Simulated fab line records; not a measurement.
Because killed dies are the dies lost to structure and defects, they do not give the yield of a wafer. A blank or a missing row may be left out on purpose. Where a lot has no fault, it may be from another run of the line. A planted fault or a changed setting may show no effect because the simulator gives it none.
The tool behind it: which one? || flow sky130 || Sampling: 7 lots, 21 wafers, 3 of 708 route steps

WHAT THE GAUGES SHOWED, per wafer
SKY_LDD_N_TW_MEAS_17.
{"lot": "L886", "measured": "day 19 14:26", "on": "film_metro-03", "LDD_N_TW": "2618 2613 2626"}
{"lot": "L888", "measured": "day 20 05:21", "on": "film_metro-01", "LDD_N_TW": "2598 2608 2606"}
{"lot": "L892", "measured": "day 21 20:17", "on": "film_metro-04", "LDD_N_TW": "2588 2599 2588"}
{"lot": "L894", "measured": "day 22 14:19", "on": "film_metro-03", "LDD_N_TW": "2463 2458 2477 2451 2461 2476"}
{"lot": "L896", "measured": "day 23 07:11", "on": "film_metro-01", "LDD_N_TW": "2473 2479 2481 2468 2476 2464"}
{"lot": "L902", "measured": "day 25 02:03", "on": "film_metro-04", "LDD_N_TW": "2594 2587 2595"}
{"lot": "L904", "measured": "day 25 15:16", "on": "film_metro-04", "LDD_N_TW": "2586 2596 2581"}

EACH LOT AND THE TOOL THAT RAN IT (in order: tool; ch and the chambers of the sampled wafers; start)
{"lot": "L886", "SKY_LDD_N_IMPLANT_09": "implanter-04 ch 0, day 19 13:17", "SKY_LDD_N_STRIP_16": "plasma_asher-04 ch 0,1, day 19 14:20"}
{"lot": "L888", "SKY_LDD_N_IMPLANT_09": "implanter-02 ch 0, day 20 04:12", "SKY_LDD_N_STRIP_16": "plasma_asher-04 ch 0,1, day 20 05:15"}
{"lot": "L892", "SKY_LDD_N_IMPLANT_09": "implanter-01 ch 0, day 21 19:08", "SKY_LDD_N_STRIP_16": "plasma_asher-04 ch 0,1, day 21 20:11"}
{"lot": "L894", "SKY_LDD_N_IMPLANT_09": "implanter-04, day 22 13:11", "SKY_LDD_N_STRIP_16": "plasma_asher-03 ch 0,1, day 22 14:12"}
{"lot": "L896", "SKY_LDD_N_IMPLANT_09": "implanter-02, day 23 06:02", "SKY_LDD_N_STRIP_16": "plasma_asher-02 ch 0,1, day 23 07:05"}
{"lot": "L902", "SKY_LDD_N_IMPLANT_09": "implanter-04 ch 0, day 25 00:54", "SKY_LDD_N_STRIP_16": "plasma_asher-03 ch 0,1, day 25 01:57"}
{"lot": "L904", "SKY_LDD_N_IMPLANT_09": "implanter-04 ch 0, day 25 14:09", "SKY_LDD_N_STRIP_16": "plasma_asher-04 ch 0,1, day 25 15:11"}
- SKY_LDD_N_IMPLANT_09
- SKY_LDD_N_STRIP_16: strips in O2/N2.

THE ANSWER, worked out from the rows above alone
Rule: the lots themselves supply what counts as usual. The widest of any qualifying gaps counts: lots, ordered by their means at a reading, are off when they make up no more than a third of the lots, leave a main group of 4 or more, and stand apart from it by 3 or more times the standard deviation of that group's means. A main group is skipped when, at the precision printed for the reading in the tables above, its means are all equal. Also off: a lot with no number at a reading for which 4 or more lots have one. Any other lot the step has rows for is counted as sound.
Off: L894, L896, seen at SKY_LDD_N_TW_MEAS_17 (LDD_N_TW). The main group: mean 2599, standard deviation 11.
A tool fits if, at a process step before that reading, it ran every lot that is off, and no sound lot after the first of them. Gauges at SKY_LDD_N_TW_MEAS_17: tried the same way as those tools. Not one of the candidates tried fits.

WHAT WAS PUT IN BY THE SIMULATOR
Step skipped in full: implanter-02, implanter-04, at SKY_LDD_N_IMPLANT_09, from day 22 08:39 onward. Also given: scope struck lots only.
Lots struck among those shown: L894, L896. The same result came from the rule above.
